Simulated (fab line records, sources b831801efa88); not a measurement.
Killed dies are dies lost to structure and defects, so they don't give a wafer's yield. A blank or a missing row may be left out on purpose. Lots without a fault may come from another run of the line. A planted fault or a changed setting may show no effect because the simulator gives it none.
Which tool did it? | flow gf180mcu | 15 lots, 45 wafers sampled, at 5 steps of a route of 602

WHAT THE GAUGES READ, wafer by wafer
GF_M1_CD_MEAS_14: target cd 230 nm.
lot  | measured     | on        | cd_nm (nm)
L691 | day 16 05:50 | cd_sem-02 | 229.8 229.1 230.4
L692 | day 16 10:49 | cd_sem-02 | 228.8 229.3 229.3
L693 | day 17 07:11 | cd_sem-02 | 229.4 229.9 229.9
L695 | day 17 15:28 | cd_sem-01 | 228.9 229.5 230.1
L696 | day 18 00:57 | cd_sem-02 | 229.5 230.5 230.2
L697 | day 20 21:13 | cd_sem-02 | 230.2 230.7 232.0
L698 | day 21 00:31 | cd_sem-01 | 230.2 230.6 230.5
L699 | day 21 02:50 | cd_sem-01 | 228.5 229.3 228.9
L701 | day 21 03:54 | cd_sem-01 | 230.8 232.0 230.1
L702 | day 21 09:29 | cd_sem-01 | 228.8 227.6 228.8
L703 | day 21 10:45 | cd_sem-01 | 230.5 231.4 230.2
L706 | day 23 00:02 | cd_sem-02 | 133.6 229.3 133.4 133.6 229.5 133.4
L707 | day 23 05:41 | cd_sem-02 | 228.5 228.6 133.7 228.9 228.7 133.7
L708 | day 23 17:33 | cd_sem-01 | 135.6 229.6 134.3 135.8 229.2 134.5
L712 | day 25 04:25 | cd_sem-02 | 229.1 228.5 229.2

WHICH TOOL RAN EACH LOT (tool, then ch and the chambers of the sampled wafers, then the start)
lot  | GF_CONTACT_SPUTTER_22        | GF_CONTACT_CVD_24             | GF_M1_SPUTTER_00             | GF_M1_EXPOSE_11
L691 | pvd_sputter-03, day 15 07:19 | cvd_w-01 ch 0,1, day 15 07:25 | pvd_sputter-04, day 15 08:00 | krf_scanner-02 ch 0, day 15 18:51
L692 | pvd_sputter-01, day 15 12:59 | cvd_w-01 ch 0,1, day 15 13:05 | pvd_sputter-04, day 15 13:40 | krf_scanner-02 ch 0, day 16 00:14
L693 | pvd_sputter-04, day 16 07:06 | cvd_w-02 ch 0, day 16 07:12   | pvd_sputter-02, day 16 07:50 | krf_scanner-01 ch 0, day 16 19:20
L695 | pvd_sputter-03, day 16 15:22 | cvd_w-02 ch 0,1, day 16 15:28 | pvd_sputter-01, day 16 16:02 | krf_scanner-01 ch 0, day 17 04:07
L696 | pvd_sputter-04, day 17 00:10 | cvd_w-01 ch 0,1, day 17 00:16 | pvd_sputter-04, day 17 00:51 | krf_scanner-02 ch 0, day 17 13:07
L697 | pvd_sputter-03, day 19 19:34 | cvd_w-02 ch 0,1, day 19 19:40 | pvd_sputter-01, day 19 20:15 | krf_scanner-01 ch 0, day 20 09:14
L698 | pvd_sputter-04, day 19 23:09 | cvd_w-02 ch 1, day 19 23:15   | pvd_sputter-02, day 19 23:50 | krf_scanner-01 ch 0, day 20 12:31
L699 | pvd_sputter-03, day 20 02:07 | cvd_w-01 ch 0,1, day 20 02:15 | pvd_sputter-01, day 20 02:48 | krf_scanner-02 ch 0, day 20 14:40
L701 | pvd_sputter-04, day 20 02:57 | cvd_w-02 ch 1, day 20 03:05   | pvd_sputter-02, day 20 03:44 | krf_scanner-01 ch 0, day 20 16:08
L702 | pvd_sputter-03, day 20 08:27 | cvd_w-01 ch 0,1, day 20 08:33 | pvd_sputter-01, day 20 09:08 | krf_scanner-02 ch 0, day 20 21:36
L703 | pvd_sputter-03, day 20 09:54 | cvd_w-01 ch 0, day 20 10:00   | pvd_sputter-04, day 20 10:35 | krf_scanner-01 ch 0, day 20 22:31
L706 | pvd_sputter-01, day 21 23:39 | cvd_w-01 ch 0,1, day 21 23:45 | pvd_sputter-04, day 22 00:20 | krf_scanner-02 ch 0, day 22 12:53
L707 | pvd_sputter-01, day 22 06:12 | cvd_w-02 ch 0,1, day 22 06:18 | pvd_sputter-04, day 22 06:53 | krf_scanner-02 ch 0, day 22 18:37
L708 | pvd_sputter-04, day 22 18:17 | cvd_w-02 ch 0,1, day 22 18:23 | pvd_sputter-02, day 22 18:58 | krf_scanner-02 ch 0, day 23 06:26
L712 | pvd_sputter-04, day 24 06:07 | cvd_w-02 ch 0,1, day 24 06:13 | pvd_sputter-02, day 24 06:47 | krf_scanner-01 ch 0, day 24 18:05
- GF_CONTACT_SPUTTER_22: material Ti, target thk 15 nm, time 80.02 s.
- GF_CONTACT_CVD_24: deposits W, target thk 300 nm, time 90.339 s.
- GF_M1_SPUTTER_00: material Ti, target thk 37.5 nm, time 150 s.
- GF_M1_EXPOSE_11: exposes mask Metal1, target cd 230 nm.

WHAT THE TOOLS THEMSELVES READ (means of the sampled wafers that have a number; where no wafer has one, the mark that the record gives instead)
GF_CONTACT_SPUTTER_22.
lot  | tool           | throttle_valve_pct (%)
L691 | pvd_sputter-03 | 30.8
L692 | pvd_sputter-01 | 29.3
L693 | pvd_sputter-04 | 30.6
L695 | pvd_sputter-03 | 30.8
L696 | pvd_sputter-04 | 30.0
L697 | pvd_sputter-03 | 30.2
L698 | pvd_sputter-04 | 30.5
L699 | pvd_sputter-03 | 29.9
L701 | pvd_sputter-04 | 30.4
L702 | pvd_sputter-03 | 30.4
L703 | pvd_sputter-03 | 30.1
L706 | pvd_sputter-01 | 29.3
L707 | pvd_sputter-01 | 29.3
L708 | pvd_sputter-04 | 30.3
L712 | pvd_sputter-04 | 30.4

GF_CONTACT_CVD_24.
lot  | tool     | heater_power_w (W)
L691 | cvd_w-01 | 980
L692 | cvd_w-01 | 1012
L693 | cvd_w-02 | 791
L695 | cvd_w-02 | 784
L696 | cvd_w-01 | 982
L697 | cvd_w-02 | 801
L698 | cvd_w-02 | 790
L699 | cvd_w-01 | 983
L701 | cvd_w-02 | 792
L702 | cvd_w-01 | 935
L703 | cvd_w-01 | 907
L706 | cvd_w-01 | 1012
L707 | cvd_w-02 | 808
L708 | cvd_w-02 | 807
L712 | cvd_w-02 | 795

GF_M1_SPUTTER_00.
lot  | tool           | throttle_valve_pct (%)
L691 | pvd_sputter-04 | 30.6
L692 | pvd_sputter-04 | 30.4
L693 | pvd_sputter-02 | 29.4
L695 | pvd_sputter-01 | 29.7
L696 | pvd_sputter-04 | 30.8
L697 | pvd_sputter-01 | 29.3
L698 | pvd_sputter-02 | 29.8
L699 | pvd_sputter-01 | 29.5
L701 | pvd_sputter-02 | 29.8
L702 | pvd_sputter-01 | 29.8
L703 | pvd_sputter-04 | 30.3
L706 | pvd_sputter-04 | 30.6
L707 | pvd_sputter-04 | 30.8
L708 | pvd_sputter-02 | 30.3
L712 | pvd_sputter-02 | 30.0

THE ANSWER, worked out from the rows above alone
Rule: what is usual is taken from the lots themselves. Put in order of their means at a reading, lots are off if they are a third of the lots or fewer, leave a main group of 4 or more, and stand apart from it by a gap of 3 or more times the standard deviation of the main group's means; of several such gaps the widest counts. A main group whose means are all the same, to the digits that the tables above print for the reading, isn't used. A lot without any number at a reading at which 4 lots or more have one is off too. The other lots that the step has rows for count as sound. The gauges are gone through in route order, then the tools' own readings, and for those a lot's mean is taken as printed above. The first step at which some lot is off is used, and at that step the reading that is off furthest; a lot without a number counts as furthest.
Off: L706, L707, L708, at GF_M1_CD_MEAS_14 (cd_nm). The main group: mean 229.8 nm, standard deviation 0.82.
A tool fits if, at a process step before that reading, it ran every lot that is off, and no sound lot after the first of them. The gauges at GF_M1_CD_MEAS_14 are tried like those tools. One fits: krf_scanner-02 at GF_M1_EXPOSE_11. Its last sound lot is L702 (day 20 21:36), its first lot that is off L706 (day 22 12:53): a fault that began between those two fits.

WHAT THE SIMULATOR HAD PUT IN
Process parameter drift: krf_scanner-02, from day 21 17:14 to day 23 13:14, at GF_M1_EXPOSE_11. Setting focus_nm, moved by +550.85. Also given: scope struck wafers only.
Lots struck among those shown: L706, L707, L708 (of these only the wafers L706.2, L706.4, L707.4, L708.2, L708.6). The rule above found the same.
